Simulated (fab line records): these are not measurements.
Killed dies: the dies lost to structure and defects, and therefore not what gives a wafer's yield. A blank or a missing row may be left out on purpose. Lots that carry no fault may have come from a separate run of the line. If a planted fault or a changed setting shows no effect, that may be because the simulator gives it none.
One fault seen from 2 desks :: flow sky130 :: only its own numbers are on each desk; what lay behind them is given at the end

AT THE METROLOGY DESK
Means of the sampled wafers that have a number, per lot and without regard to the tool the lot ran on: this is what the gauges read. If a lot's mean is further than 4 standard deviations from the usual mean, the lot is out of limits and carries the mark OUT (the distance appears in the brackets).
Columns: A = cd nm at SKY_METAL1_CD_MEAS_15, usual 139.8 nm; B = VIA2_HDPCVD_THK at SKY_VIA2_THK_MEAS_01, usual 1171 nm
lot: L167
first seen here: day 32 15:14
A: 140.3
B: 1150

lot: L168
first seen here: day 32 18:53
A: 139.8
B: 1172

lot: L169
first seen here: day 32 21:22
A: 142.8
B: 1177

lot: L171
first seen here: day 33 19:07
A: 137.9
B: 1168

lot: L172
first seen here: day 34 05:06
A: 138.2
B: 1187

lot: L176
first seen here: day 35 13:27
A: 139.3
B: 924 (-22) OUT

lot: L177
first seen here: day 35 22:00
A: 140.9
B: 929 (-22) OUT

lot: L183
first seen here: day 38 08:23
A: 141.3
B: 1170

lot: L188
first seen here: day 39 10:41
A: 138.7
B: 1170

lot: L189
first seen here: day 39 20:20
A: 139.3
B: 1174

lot: L190
first seen here: day 40 01:29
A: 139.0
B: 1170
Per this desk, out of limits: L176, L177; the first was L176, day 37 21:17 (VIA2_HDPCVD_THK at SKY_VIA2_THK_MEAS_01). L167, L168, L169, L171, L172, L183, L188, L189, L190: within limits.

AT THE TOOL OWNER'S DESK: hdpcvd-02
The tool's own readings at SKY_VIA2_HDPCVD_00 (deposits SiO2, target thk 1180 nm, time 196.7 s): means of the sampled wafers that have a number, for each lot that ran on this tool. If a lot's mean is further than 4 standard deviations from the usual mean, the lot is out of limits and carries the mark OUT (the distance appears in the brackets).
Columns: A = sih4 flow sccm at SKY_VIA2_HDPCVD_00, usual 59.97 sccm
lot: L169
first seen here: day 35 07:26
A: 60.02

lot: L172
first seen here: day 36 14:05
A: 59.95

lot: L176
first seen here: day 37 21:08
A: 48.01 (-75) OUT

lot: L177
first seen here: day 38 05:14
A: 47.95 (-75) OUT

lot: L189
first seen here: day 42 01:06
A: 60.11

lot: L190
first seen here: day 42 05:40
A: 60.02
This desk's finding: out of limits on L176, L177; first on L176, day 37 21:08 (sih4 flow sccm at SKY_VIA2_HDPCVD_00). L169, L172, L189, L190: within limits.

ALL TOGETHER
An alarm could have come from the tool owner's desk at day 37 21:08, on L176, L177.
L176, L177 would have let the metrology desk raise an alarm at day 37 21:17.
The lots listed all ran SKY_VIA2_HDPCVD_00 on hdpcvd-02.

WHAT HAD BEEN PUT IN BY THE SIMULATOR
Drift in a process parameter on hdpcvd-02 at SKY_VIA2_HDPCVD_00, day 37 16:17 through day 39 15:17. A move of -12 in setting sih4 flow sccm, from 60. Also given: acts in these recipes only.
Struck lots among those shown: L176, L177.
Hours from the fault's start to each desk's first reading out of limits: the tool owner's desk, 5; the metrology desk, 5.
